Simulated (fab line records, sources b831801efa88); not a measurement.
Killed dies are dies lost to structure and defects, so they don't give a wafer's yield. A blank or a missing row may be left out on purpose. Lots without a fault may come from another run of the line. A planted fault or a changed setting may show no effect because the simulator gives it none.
Chamber matching | flow gf180mcu | GF_V2_CMP_26 on cmp-01: 4 sister chambers
The step polishes, stops on SiO2, t overpolish 15 s, target thk 0 nm. 8 wafers are shown with their chamber, then 12 later ones without.

WAFERS WITH THEIR CHAMBER
wafer  | chamber | motor_current_A (A) | time_to_endpoint_s (s)
L079.6 | 1       | 10.3                | 74
L081.1 | 1       | 10.4                | 72
L081.2 | 3       | 10.4                | 83
L081.6 | 2       | 11.6                | 88
L082.1 | 3       | 10.8                | 85
L085.3 | 2       | 12.1                | 83
L085.4 | 0       | 12.2                | 78
L085.6 | 0       | 12.3                | 80

WAFERS WITHOUT THEIR CHAMBER
wafer  | motor_current_A (A) | time_to_endpoint_s (s)
L088.1 | 10.7                | 79
L088.2 | 11.5                | 81
L088.3 | 11.3                | 84
L090.1 | 11.8                | 84
L090.2 | 11.6                | 86
L090.3 | 10.1                | 77
L092.3 | 10.8                | 82
L092.4 | 12.3                | 79
L092.5 | 10.3                | 81
L096.3 | 10.9                | 84
L096.4 | 10.4                | 76
L096.5 | 10.0                | 73

WHICH CHAMBER EACH WENT THROUGH
wafer  | from the rows above          | in truth
L088.1 | can't be placed: 3 or 1      | 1
L088.2 | can't be placed: 2 or 0 or 3 | 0
L088.3 | can't be placed: 2 or 3      | 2
L090.1 | 2                            | 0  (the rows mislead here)
L090.2 | 2                            | 2
L090.3 | can't be placed: 1 or 3      | 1
L092.3 | 3                            | 3
L092.4 | 0                            | 0
L092.5 | can't be placed: 3 or 1      | 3
L096.3 | 3                            | 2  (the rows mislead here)
L096.4 | 1                            | 1
L096.5 | 1                            | 1
Placed correctly: 5 of 12. Can't be placed from these rows: 5 (the true chamber is among the candidates in 5). Placed wrongly: 2.
How it was worked out, from the rows above alone: a wafer's distance from a chamber is the root of the sum, over the readings, of the square of ((its reading less the chamber's mean) divided by the reading's scatter). The wafer belongs to the nearest chamber; if the next one is less than 2 further off, it can't be placed. A chamber's mean is the mean of its shown wafers. The scatter: the root of (the sum of the squares of (reading less its chamber's mean) over the shown wafers, divided by (wafers less chambers)).
